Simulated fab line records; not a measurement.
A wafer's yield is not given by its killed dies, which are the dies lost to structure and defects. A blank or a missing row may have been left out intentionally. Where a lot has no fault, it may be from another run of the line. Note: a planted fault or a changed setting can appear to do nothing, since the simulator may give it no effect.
fab line records ; flow sfqLine ; part 2 of 2: steps 25 to 33 of 33
record: lots: 5; wafers: 15; lastDay: 92
route steps=325 shown M0@32 I0@43 M1@58
lots with no fault: from the same line, run without faults
startH: the number of hours between the record's first day and the start of the first shown wafer of the lot ; waitH: how many hours have passed since the lot's step before this one ; " same as the row above ; L1.1+2: several wafers, shown together as one row ; - value missing, or start not given ; * or withheld: withheld ; < > ~ a bound
route shown NAME@n: a module of which the file shows steps, and the number in the route of the first ; usual: mean/standard deviation taken from wafers without a fault ; same: alike in all rows ; chamber/n: place in a boat ; sites: the reading at each site ; _std_site: their standard deviation ; _edge_site: mean of outer sites minus mean of inner sites ; radiusMm: for every site, how far away it sits from the centre of the wafer ; mask NAME#n: copy n ; behind: the last tool/chamber to shape the wafer ; hold: why the lot was held/for how many hours/how that ended ; device: whichever transistor did not switch (one of n, p or np) ; end of line: the tests these same wafers got at the end of their route ; a step with no rows: only its recipe ; killed: the dies lost at the first sort to structure and to defects; this is not the yield of the wafer ; map: shows each die of a wafer: x if killed, . if not, _ if none is there
set.NAME: the setting the step ran with; set.NAME@STEP: the setting that earlier step ran with ; model.NAME: the simulator's own value behind a step, which no gauge read
certain route steps with their lots: each step a table, each wafer a row
services: the hour from which a tool's chamber was out of use, counted from the record's first day as startH (under 0 if before that day), plus the number of hours and why
== steps ==
step: SFQ_TRILAYER_I0_VIA_STRIP_STRIP_035
recipe: gas: O2; powerW: 200; platenTempC: 40; overashFraction: 0.65; chemistry: O2; pressureMtorr: 50
usual: drypumpMotorCurrentA: 5.9/0.5; oesProductAu: 0.992/0.012
lot.wafer;tool;chamber;startH;waitH;drypumpMotorCurrentA;oesProductAu;rfHoursCounterH
L083.1;rieMetal-02;0;261.19;-;6.3;0.973;27
L083.3;rieMetal-02;0;261.19;-;6.3;0.985;-
L083.4;rieMetal-02;1;261.19;-;5.8;0.990;-
L084.3;rieMetal-02;0;266.19;-;6.3;0.980;-
L084.4;rieMetal-02;1;266.19;-;5.9;0.989;-
L084.5;rieMetal-02;1;266.19;-;5.8;0.987;-
L086.1;rieMetal-02;0;279.19;-;6.3;0.980;31
L086.3;rieMetal-02;0;279.19;-;6.3;0.987;-
L086.4;rieMetal-02;1;279.19;-;5.9;0.988;-
L092.3;rieMetal-01;0;313.70;-;5.0;0.993;-
L092.4;rieMetal-01;1;313.70;-;5.6;0.991;-
L092.5;rieMetal-01;0;313.70;-;5.0;1.007;-
L093.1;rieMetal-01;1;318.30;-;5.6;0.987;17
L093.5;rieMetal-01;1;318.30;-;5.6;1.003;-
L093.6;rieMetal-01;0;318.30;-;5.0;0.999;-
step: SFQ_TRILAYER_I0_VIA_STRIP_SOLV_CLEAN_036
recipe: chemistry: NMP; tempC: 70; timeS: 600
same: timeS: 600
lot.wafer;tool;chamber;startH;waitH
L083.1+3+4;wetBench-01;3,7,4;261.79;0.4
L084.3+4+5;wetBench-01;1,5,6;266.59;0.2
L086.1+3+4;wetBench-01;3,7,5;279.79;0.4
L092.3+4+5;wetBench-01;1,6,7;314.10;0.2
L093.1+5+6;wetBench-01;6,4,3;318.90;0.4
step: SFQ_TRILAYER_M1_DEP_PRE_CLEAN_038
recipe: gas: Ar; timeS: 22.5; biasV: 250
usual: biasV: 249.8/2.5
same: timeS: 22.5
lot.wafer;tool;chamber;startH;waitH;biasV
L083.1;pvdSputter-03;-;261.97;0.0;249.8
L083.3;pvdSputter-03;-;261.97;0.0;251.8
L083.4;pvdSputter-03;-;261.97;0.0;255.2
L084.3;pvdSputter-04;-;266.77;0.0;245.9
L084.4;pvdSputter-04;-;266.77;0.0;253.8
L084.5;pvdSputter-04;-;266.77;0.0;248.1
L086.1;pvdSputter-03;-;279.97;0.0;249.3
L086.3;pvdSputter-03;-;279.97;0.0;250.6
L086.4;pvdSputter-03;-;279.97;0.0;246.6
L092.3;pvdSputter-06;-;314.27;0.0;247.3
L092.4;pvdSputter-06;-;314.27;0.0;244.6
L092.5;pvdSputter-06;-;314.27;0.0;249.9
L093.1;pvdSputter-03;-;319.07;0.0;247.0
L093.5;pvdSputter-03;-;319.07;0.0;245.8
L093.6;pvdSputter-03;-;319.07;0.0;252.7
step: SFQ_TRILAYER_M1_DEP_SPUTTER_037
recipe: material: Nb; basePressurePa: 1.33e-06; chamberPressurePa: 0.1333; substrateTempC: 20; resputterCathodeVoltageV: 400; targetThkNm: 200; powerW: 2000; timeS: 133.3
usual: substrateTempC: 20.01/0.12; throttleValvePct: 29.9/0.69
same: timeS: 133.3
lot.wafer;tool;chamber;startH;waitH;substrateTempC;throttleValvePct
L083.1;pvdSputter-03;-;261.99;0.0;20.11;30.7
L083.3;pvdSputter-03;-;261.99;0.0;19.79;29.9
L083.4;pvdSputter-03;-;261.99;0.0;20.07;31.6
L084.3;pvdSputter-04;-;266.79;0.0;20.02;29.3
L084.4;pvdSputter-04;-;266.79;0.0;20.01;30.0
L084.5;pvdSputter-04;-;266.79;0.0;20.00;30.0
L086.1;pvdSputter-03;-;279.99;0.0;20.04;31.8
L086.3;pvdSputter-03;-;279.99;0.0;20.03;30.6
L086.4;pvdSputter-03;-;279.99;0.0;20.21;30.1
L092.3;pvdSputter-06;-;314.30;0.0;20.10;29.8
L092.4;pvdSputter-06;-;314.30;0.0;20.01;29.3
L092.5;pvdSputter-06;-;314.30;0.0;20.02;30.4
L093.1;pvdSputter-03;-;319.10;0.0;20.17;29.8
L093.5;pvdSputter-03;-;319.10;0.0;19.99;30.4
L093.6;pvdSputter-03;-;319.10;0.0;20.14;31.8
step: SFQ_M1_RS_MEAS_909
recipe: thkMeasGauge: four-point-probe; reads: Nb_of_TRILAYER_M1_DEP_SPUTTER_037
usual: M1_NB_RS: 0.891/0.011
lot.wafer;tool;chamber;startH;waitH;M1_NB_RS[ohm/sq]
L083.1;filmMetro-02;-;262.09;0.0;0.885
L083.3;filmMetro-02;-;262.09;0.0;0.911
L083.4;filmMetro-02;-;262.09;0.0;0.907
L084.3;filmMetro-04;-;267.51;0.7;0.876
L084.4;filmMetro-04;-;267.51;0.7;0.882
L084.5;filmMetro-04;-;267.51;0.7;0.874
L086.1;filmMetro-02;-;280.12;0.1;0.901
L086.3;filmMetro-02;-;280.12;0.1;0.882
L086.4;filmMetro-02;-;280.12;0.1;0.907
L092.3;filmMetro-02;-;314.43;0.1;0.901
L092.4;filmMetro-02;-;314.43;0.1;0.883
L092.5;filmMetro-02;-;314.43;0.1;0.888
L093.1;filmMetro-02;-;319.19;0.0;0.907
L093.5;filmMetro-02;-;319.19;0.0;0.887
L093.6;filmMetro-02;-;319.19;0.0;0.894
step: SFQ_TRILAYER_M1_LITHO_COAT_044
recipe: resist: BARC; spinRpm: 3000; resistThkNm: 62
usual: dispensePressureKPa: 49/5.2; resistLineTempC: 23.01/0.11
lot.wafer;tool;chamber;startH;waitH;dispensePressureKPa;resistLineTempC
L083.1;lithoTrack-02;0;262.27;0.1;42;23.17
L083.3;lithoTrack-02;0;262.27;0.1;42;22.97
L083.4;lithoTrack-02;0;262.27;0.1;42;22.92
L084.3;lithoTrack-01;0;268.22;0.6;50;23.16
L084.4;lithoTrack-01;0;268.22;0.6;50;23.10
L084.5;lithoTrack-01;0;268.22;0.6;50;23.14
L086.1;lithoTrack-04;0;280.30;0.1;55;23.00
L086.3;lithoTrack-04;0;280.30;0.1;55;22.83
L086.4;lithoTrack-04;0;280.30;0.1;55;23.02
L092.3;lithoTrack-02;0;314.67;0.1;42;23.22
L092.4;lithoTrack-02;0;314.67;0.1;42;23.02
L092.5;lithoTrack-02;0;314.67;0.1;42;23.21
L093.1;lithoTrack-04;0;319.37;0.1;55;23.01
L093.5;lithoTrack-04;0;319.37;0.1;55;22.98
L093.6;lithoTrack-04;0;319.37;0.1;55;23.03
step: SFQ_TRILAYER_M1_LITHO_COAT_039
recipe: resist: KrF; spinRpm: 3000; resistThkNm: 600
usual: dispensePressureKPa: 49/5.2; resistLineTempC: 22.99/0.12
lot.wafer;tool;chamber;startH;waitH;dispensePressureKPa;resistLineTempC
L083.1;lithoTrack-02;0;262.57;0.2;42;22.93
L083.3;lithoTrack-02;0;262.57;0.2;42;23.02
L083.4;lithoTrack-02;0;262.57;0.2;42;22.89
L084.3;lithoTrack-01;0;268.52;0.2;50;22.97
L084.4;lithoTrack-01;0;268.52;0.2;50;23.08
L084.5;lithoTrack-01;0;268.52;0.2;50;23.09
L086.1;lithoTrack-04;0;280.60;0.2;55;22.97
L086.3;lithoTrack-04;0;280.60;0.2;55;22.94
L086.4;lithoTrack-04;0;280.60;0.2;55;23.07
L092.3;lithoTrack-02;0;314.97;0.2;42;22.78
L092.4;lithoTrack-02;0;314.97;0.2;42;22.68
L092.5;lithoTrack-02;0;314.97;0.2;42;22.86
L093.1;lithoTrack-04;0;319.67;0.2;55;23.08
L093.5;lithoTrack-04;0;319.67;0.2;55;22.94
L093.6;lithoTrack-04;0;319.67;0.2;55;22.98
step: SFQ_TRILAYER_M1_LITHO_SOFTBAKE_043
recipe: tempC: withheld; timeS: withheld; resist: KrF
usual: resistLineTempC: *
lot.wafer;tool;chamber;startH;waitH;resistLineTempC
L083.1;lithoTrack-02;0;262.87;0.2;*
L083.3;lithoTrack-02;0;262.87;0.2;*
L083.4;lithoTrack-02;0;262.87;0.2;*
L084.3;lithoTrack-01;0;268.77;0.2;*
L084.4;lithoTrack-01;0;268.77;0.2;*
L084.5;lithoTrack-01;0;268.77;0.2;*
L086.1;lithoTrack-04;0;280.90;0.2;*
L086.3;lithoTrack-04;0;280.90;0.2;*
L086.4;lithoTrack-04;0;280.90;0.2;*
L092.3;lithoTrack-02;0;315.22;0.2;*
L092.4;lithoTrack-02;0;315.22;0.2;*
L092.5;lithoTrack-02;0;315.22;0.2;*
L093.1;lithoTrack-04;0;319.97;0.2;*
L093.5;lithoTrack-04;0;319.97;0.2;*
L093.6;lithoTrack-04;0;319.97;0.2;*
step: SFQ_TRILAYER_M1_LITHO_EXPOSE_040
recipe: maskId: M1; na: 0.6; sourceShape: conventional; sigmaOuter: 0.65; targetCdNm: 500; doseMj: 14.4
same: sigmaOuter: 0.65
lot.wafer;tool;chamber;startH;waitH;mask
L083.1+3+4;krfScanner-02;0;356.00;-;M1#0
L084.3+4+5;krfScanner-02;0;364.80;-;M1#0
L086.1+3+4;krfScanner-02;0;382.05;-;M1#0
L092.3+4+5;krfScanner-02;0;420.83;-;M1#0
L093.1+5+6;krfScanner-02;0;425.23;-;M1#0
== services ==
tool;chamber;startH;hours;kind
krfScanner-01;-;117.15;0.8;pm
krfScanner-02;-;119.02;4.0;pm
rieDiel-02;2;121.13;6.9;repair
rieDiel-02;0;146.40;1.3;repair
pvdSputter-03;-;147.96;2.3;repair
rieMetal-01;-;148.47;16.1;repair
krfScanner-01;-;151.50;1.0;pm
krfScanner-01;-;181.30;1.3;pm
krfScanner-02;-;189.04;1.3;pm
rieDiel-02;2;193.84;8.5;repair
krfScanner-02;-;223.49;0.8;pm
krfScanner-01;-;235.90;3.2;repair
krfScanner-02;-;261.44;1.0;pm
rieDiel-02;0;269.45;7.8;repair
krfScanner-01;-;285.90;0.8;pm
krfScanner-01;-;292.65;3.6;pm
krfScanner-02;-;309.24;3.6;pm
krfScanner-01;-;320.21;1.0;pm
rieDiel-02;2;338.96;1.8;repair
krfScanner-01;-;357.21;1.3;pm
krfScanner-02;-;365.60;1.3;pm
krfScanner-02;-;366.90;0.8;pm
krfScanner-01;-;384.84;2.4;repair
pvdSputter-03;-;400.71;6.4;repair
